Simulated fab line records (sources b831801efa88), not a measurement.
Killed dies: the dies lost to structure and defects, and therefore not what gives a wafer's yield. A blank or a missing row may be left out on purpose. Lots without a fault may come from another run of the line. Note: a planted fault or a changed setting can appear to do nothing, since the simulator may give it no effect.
8D (eight disciplines) problem report, filled in by code + flow sky130 + the parts of the form that need people (team, actions taken, sign-off) are left out

## 1. PROBLEM STATEMENT
oes-product-au at SKY_CONTACT_ETCH_17 reads a mean of 0.837 a.u. on 3 wafers of 2 lots; wafers without a fault read 0.892 a.u. with a standard deviation of 0.0055. That is -10 standard deviations from the usual mean.
The step: etches SiO2 in C4F8/O2/Ar, stops on Si3N4, target depth 340 nm.
Earliest sighting: wafer L541.1 on rie-diel-03 at day 33 19:26. The record holds 36 wafers of 12 lots with a number at this step. Rule for "out", or "out of limits": more than 4 standard deviations from the usual mean. All remaining wafers that have a number are taken as sound.

## 2. WHAT IT IS AND WHAT IT IS NOT
| question                    | is                       | is not                                                                                                              |
|-----------------------------|--------------------------|---------------------------------------------------------------------------------------------------------------------|
| which readings at this step | oes-product-au           | -                                                                                                                   |
| which lots                  | L541, L542               | L535, L537, L546, L550, L551, L552, L554, L555, L557, L558                                                          |
| which wafers of those lots  | L541.1, L541.4, L542.4   | L541.2, L542.5, L542.6                                                                                              |
| read on which tools         | rie-diel-03, rie-diel-04 | rie-diel-02                                                                                                         |
| when                        | from day 33 19:26        | up to then (7 sound wafers); but 26 sound wafers of L542, L546, L550, L551, L552, L554, L555, L557, L558 came after |

## 3. SUSPECTS, AND WHAT RULES EACH OUT
Counting: a tool at a process step up to the reading stays a suspect if it ran every lot that is out. Sound lots after the first of them don't rule it out here, since some wafers of a struck lot are sound.
- cmp-01 at SKY_CONTACT_CMP_04 (polishes SiO2): kept. Every lot that is out went through it, the first being L541 (day 32 16:08); the last sound lot it ran before that was L537 (day 31 05:40).
- Within cmp-01 at SKY_CONTACT_CMP_04: the wafers that are out ran in chambers 2, 3; their sound lot-mates ran in chambers 0, 1.
After counting, what remains is cmp-01 at SKY_CONTACT_CMP_04.

## 4. THE CAUSE (what the simulator had put in)
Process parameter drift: cmp-01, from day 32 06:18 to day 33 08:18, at SKY_CONTACT_CMP_04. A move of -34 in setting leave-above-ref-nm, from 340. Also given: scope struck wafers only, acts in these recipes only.
Only this tool survived the counting.

## 5. THE EFFECT CHAIN, in route order
Each row: a reading where the mean over the struck wafers with a number is more than 3 standard deviations away from the usual. Scope: only readings with a usual standard deviation given in the record; hours: median across lots of the time from each lot's start at the first step in this table that gives one to its start at this step; sigmas: change in usual standard deviations.
| hours | step                | reading        | usual      | on struck wafers | change | sigmas |
|-------|---------------------|----------------|------------|------------------|--------|--------|
| 0     | SKY_CONTACT_ETCH_17 | oes-product-au | 0.892 a.u. | 0.837            | -0.055 | -10    |
Here are the process steps it includes:
- SKY_CONTACT_ETCH_17: etches SiO2 in C4F8/O2/Ar, stops on Si3N4, target depth 340 nm.

## 6. HOW IT WOULD HAVE BEEN CAUGHT EARLIER
In this record no reading fell out of limits until day 33 19:26, 37 hours after the fault had begun at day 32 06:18.
Tool readings at SKY_CONTACT_CMP_04 with a usual standard deviation given in the record: none out on any struck wafer, hence no alarm at a limit of 4 standard deviations on them.
All the lots that are out (2) had begun SKY_CONTACT_CMP_04 on cmp-01 by day 33 19:26. None of them would have been spared by holding the tool at that moment.
